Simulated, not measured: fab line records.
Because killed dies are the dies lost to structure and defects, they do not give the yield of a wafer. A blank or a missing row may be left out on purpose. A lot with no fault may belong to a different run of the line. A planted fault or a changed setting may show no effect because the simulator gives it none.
2 desks looking at one fault + flow sfq line + each desk has only its own numbers; what lay behind them comes last

## FOR THE TOOL OWNER'S DESK: cmp-01
The tool's own readings at SFQ_TRILAYER_I3_CMP_CMP_082 (polishes SiO2): means of the sampled wafers that have a number, for each lot that ran on this tool. If a lot's mean is further than 4 standard deviations from the usual mean, the lot is out of limits and carries the mark OUT (the distance appears in the brackets).
Columns: A = motor current A at SFQ_TRILAYER_I3_CMP_CMP_082, usual 10.1 A; B = time to endpoint s at SFQ_TRILAYER_I3_CMP_CMP_082, usual 217 s
| lot  | first seen here | A    | B   |
|------|-----------------|------|-----|
| L160 | day 40 07:20    | 10.0 | 207 |
| L161 | day 40 17:20    | 10.8 | 210 |
| L171 | day 43 11:15    | 10.1 | 220 |
| L173 | day 44 03:02    | 11.0 | 226 |
This desk found nothing out of limits on any of the 4 lots.

## AT THE METROLOGY DESK
What the gauges read, lot by lot, whatever tool the lot ran on: means of the sampled wafers that have a number. If a lot's mean is further than 4 standard deviations from the usual mean, the lot is out of limits and carries the mark OUT (the distance appears in the brackets).
Columns: A = M3_OVL at SFQ_M3_OVL_MEAS_921, usual 1 nm; B = I3_BOW at SFQ_I3_BOW_MEAS_922, usual 2 um; C = I3_OVL at SFQ_I3_OVL_MEAS_923, usual -1 nm; D = M4_NB_RS at SFQ_M4_RS_MEAS_924, usual 0.889 ohm/sq; E = M4_OVL at SFQ_M4_OVL_MEAS_926, usual -2 nm; F = M8_BOW at SFQ_M8_BOW_MEAS_951, usual 6 um
| lot  | first seen here | A  | B  | C  | D     | E  | F  |
|------|-----------------|----|----|----|-------|----|----|
| L155 | day 37 07:59    | 1  | -2 | 4  | 0.891 | -3 | 0  |
| L160 | day 39 16:17    | -4 | -6 | -8 | 0.884 | 4  | 1  |
| L161 | day 40 06:13    | 1  | -8 | -2 | 0.891 | 1  | -7 |
| L171 | day 43 08:17    | -8 | -1 | -2 | 0.892 | 8  | -5 |
| L173 | day 43 23:52    | 6  | 6  | -7 | 0.891 | -3 | 3  |
| L176 | day 50 21:08    | 8  | 0  | 8  | 0.892 | -6 | -4 |
This desk found nothing out of limits on any of the 6 lots.

## ALL TOGETHER
The desk of the tool owner found nothing out of limits.
Nothing out of limits was seen by the metrology desk.

## WHAT THE SIMULATOR HAD INSERTED
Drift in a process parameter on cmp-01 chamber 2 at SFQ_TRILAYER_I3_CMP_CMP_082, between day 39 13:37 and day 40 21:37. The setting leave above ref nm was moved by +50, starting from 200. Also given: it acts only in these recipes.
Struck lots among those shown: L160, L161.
